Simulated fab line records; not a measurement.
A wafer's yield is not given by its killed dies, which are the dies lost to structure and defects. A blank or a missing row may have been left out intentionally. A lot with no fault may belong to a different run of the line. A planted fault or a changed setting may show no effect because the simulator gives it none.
Comparing a struck lot with a sound one    flow sky130    15 steps out of a route of 708
Sound: the wafers L823.1, L823.2, L823.4. Wafers struck: L815.2, L815.5, L815.6. The cause is named last.
At each step with rows: each side's tool, then ch and its chambers, then its first start. Under that, the readings that differ: sound wafers    struck wafers    difference of the means    sigmas: that difference in standard deviations of wafers without a fault.
alike: a reading whose means differ by less than 2 such deviations, as well as words and numbers matching on both sides. not compared: withheld readings; readings where some wafer has no value; bounds like >300 that might hide an equal value; numbers whose values overlap and for which the record gives no deviation.
Wherever a step has rows on one side only, a row that says differs or no value, or a row with sigmas, the two part there. Non-overlapping numbers with no deviation appear without sigmas and do not part them. A reading that every wafer of one side lacks parts them only if that side has two wafers or more.

SKY_LDD_HVN_OVL_MEAS_07:
  sound: overlay-02 at day 25 17:52; struck: overlay-01 at day 22 18:23
reading           sound        struck          difference  sigmas
LDD_HVN_OVL (nm)  1.6 0.3 0.9  -2.0 -3.0 -0.4  -2.7        -2
after that, 1 step had no rows for these wafers: SKY_LDD_HVN_IMPLANT_08.
SKY_LDD_HVN_STRIP_09: strips in O2/N2.
  sound on plasma-asher-02 ch 0,1, day 25 18:03; struck on plasma-asher-01 ch 0,1, day 22 18:34
  alike: drypump-motor-current-A, oes-product-au, strip-time-to-endpoint-s
  not compared: rf-hours-counter-h
SKY_LDD_HVN_TW_MEAS_10:
  sound: film-metro-02 at day 25 18:09; struck: film-metro-03 at day 22 18:40
  alike: LDD_HVN_TW
then, 7 steps without rows for these wafers: SKY_LDD_HVP_DEHYDRATE_00 (time 60 s); SKY_LDD_HVP_HMDS_01 (prime time 60 s); SKY_LDD_HVP_COAT_02 (resist thk 300 nm); SKY_LDD_HVP_SOFTBAKE_03 (time 60 s); SKY_LDD_HVP_EXPOSE_04 (exposes mask HVPTM, target cd 700 nm); SKY_LDD_HVP_PEB_05; SKY_LDD_HVP_DEVELOP_06 (develop time 60 s).
SKY_LDD_HVP_OVL_MEAS_07:
  sound: overlay-02 at day 26 23:25; struck: overlay-02 at day 24 00:32
  alike: LDD_HVP_OVL
SKY_LDD_HVP_IMPLANT_08:
  sound on implanter-01 ch 0, day 26 23:27; struck on implanter-02 ch 0, day 24 00:35
reading                    sound                 struck                difference  sigmas
beam-energy-keV            20.003 20.009 20.001  16.796 16.801 16.795  -3.207      -99 or more
model.implant.rp-nm (nm)   64 64 64              53.79 53.79 53.79     -10.21      
model.implant.drp-nm (nm)  28.53 28.53 28.53     25.16 25.16 25.16     -3.37       
  alike: end-station-pressure-torr
SKY_LDD_HVP_STRIP_09: strips in O2/N2.
  sound on plasma-asher-01 ch 0,1, day 26 23:36; struck on plasma-asher-04 ch 0,1, day 24 00:43
reading                       sound              struck             difference  sigmas
strip-time-to-endpoint-s (s)  4.102 4.106 4.131  4.158 4.122 4.177  +0.039      +3
  alike: drypump-motor-current-A, oes-product-au
  not compared: rf-hours-counter-h
-- a jump in the record: the struck wafers' starts before and after are 23 days apart (it breaks off in module LDD_HVP and resumes in module PAD_OPEN, where the first step shown is number 708 of the route) --
SKY_PAD_OPEN_PROBE_99:
  sound: prober-02 at day 49 12:01; struck: prober-02 at day 47 08:35
reading                         sound           struck          difference  sigmas
killed-at-other                 2 1 0           0 0 0           -1          -2
model.etest.tip_p_5v.rs-ohm-sq  2843 2857 2860  2948 2949 2961  +99         
  alike: killed_at_M0_to_M3, killed_at_M4_up, killed-at-contacts, killed-at-front-end, killed-dies, killed-open, killed-short

## WHERE THEY PART
At SKY_LDD_HVN_OVL_MEAS_07 first; at SKY_PAD_OPEN_PROBE_99 last (within this record only).

WHY: what the simulator had put in
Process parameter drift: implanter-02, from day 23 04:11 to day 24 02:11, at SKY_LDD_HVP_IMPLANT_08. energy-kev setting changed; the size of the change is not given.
